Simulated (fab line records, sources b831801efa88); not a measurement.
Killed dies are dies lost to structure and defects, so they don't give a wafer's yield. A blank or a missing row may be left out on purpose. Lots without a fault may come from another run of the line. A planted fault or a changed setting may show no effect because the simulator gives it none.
Problem report in the 8D (eight disciplines) form, filled by code | flow gf180mcu | the parts of the form that need people (team, actions taken, sign-off) are left out

1. THE PROBLEM
strip_time_to_endpoint_s at GF_M4_STRIP_17 reads a mean of 8.79 s on 6 wafers of 2 lots; wafers without a fault read 7.90 s with a standard deviation of 0.047. That is +19 standard deviations from the usual mean.
The step: strips in O2/N2.
First seen on wafer L253.3, day 27 23:02, on plasma_asher-01. The record holds 33 wafers of 11 lots with a number at this step. Rule for "out", or "out of limits": more than 4 standard deviations from the usual mean. The other wafers with a number count as sound.

2. WHAT IT IS AND WHAT IT IS NOT
question                    | is                                       | is not
which readings at this step | strip_time_to_endpoint_s, oes_product_au | drypump_motor_current_A, heater_power_w
which lots                  | L253, L254                               | L240, L242, L244, L245, L247, L248, L261, L262, L263
which wafers of those lots  | all that have a number                   | -
read on which tools         | plasma_asher-01, plasma_asher-04         | plasma_asher-03
when                        | from day 27 23:02                        | up to then (18 sound wafers); but 9 sound wafers of L261, L262, L263 came after

3. SUSPECTS, AND WHAT RULES EACH OUT
Counting: a tool at a process step up to the reading stays a suspect if it ran every lot that is out and no sound lot after the first of them.
- pvd_sputter-01 at GF_M3_SPUTTER_04 (material TiN, target thk 50 nm, time 41.7 s): kept. It ran every lot that is out, first L253 (day 25 03:24), and no sound lot after that.
- litho_track-02 at GF_M4_COAT_09 (resist thk 1000 nm): kept. It ran every lot that is out, first L253 (day 27 10:43), and no sound lot after that; its last sound lot up to then is L248 (day 25 18:52).
Left after counting: pvd_sputter-01 at GF_M3_SPUTTER_04, litho_track-02 at GF_M4_COAT_09.

4. THE CAUSE (what the simulator had put in)
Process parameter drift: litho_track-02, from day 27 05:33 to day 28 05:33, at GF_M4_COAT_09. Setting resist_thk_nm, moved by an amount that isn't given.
Counting left 2 suspects, and this tool is among them.

5. THE CHAIN OF EFFECTS, in route order
Each row: a reading whose mean over the struck wafers that have a number lies more than 3 standard deviations from the usual. Only readings for which the record gives a usual standard deviation are gone through. hours: the time from each lot's start at the first step in this table that gives one to its start at this step, as a median over the lots. sigmas: the change in usual standard deviations.
hours | step           | reading                  | usual      | on struck wafers | change | sigmas
0     | GF_M4_STRIP_17 | oes_product_au           | 0.560 a.u. | 0.595            | +0.035 | +7.3
0     | GF_M4_STRIP_17 | strip_time_to_endpoint_s | 7.90 s     | 8.79             | +0.89  | +19
The process steps in it:
- GF_M4_STRIP_17: strips in O2/N2.

6. WHAT WOULD HAVE CAUGHT IT SOONER
In this record the first reading out of limits was taken at day 27 23:02, 17 hours after the fault began at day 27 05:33.
Of the tool readings at GF_M4_COAT_09 for which the record gives a usual standard deviation, none was out on any struck wafer, so an alarm limit of 4 standard deviations on them would not have fired.
Of the lots that are out (2), L254 began GF_M4_COAT_09 on litho_track-02 after day 27 23:02. A hold on the tool at that time would have spared it.
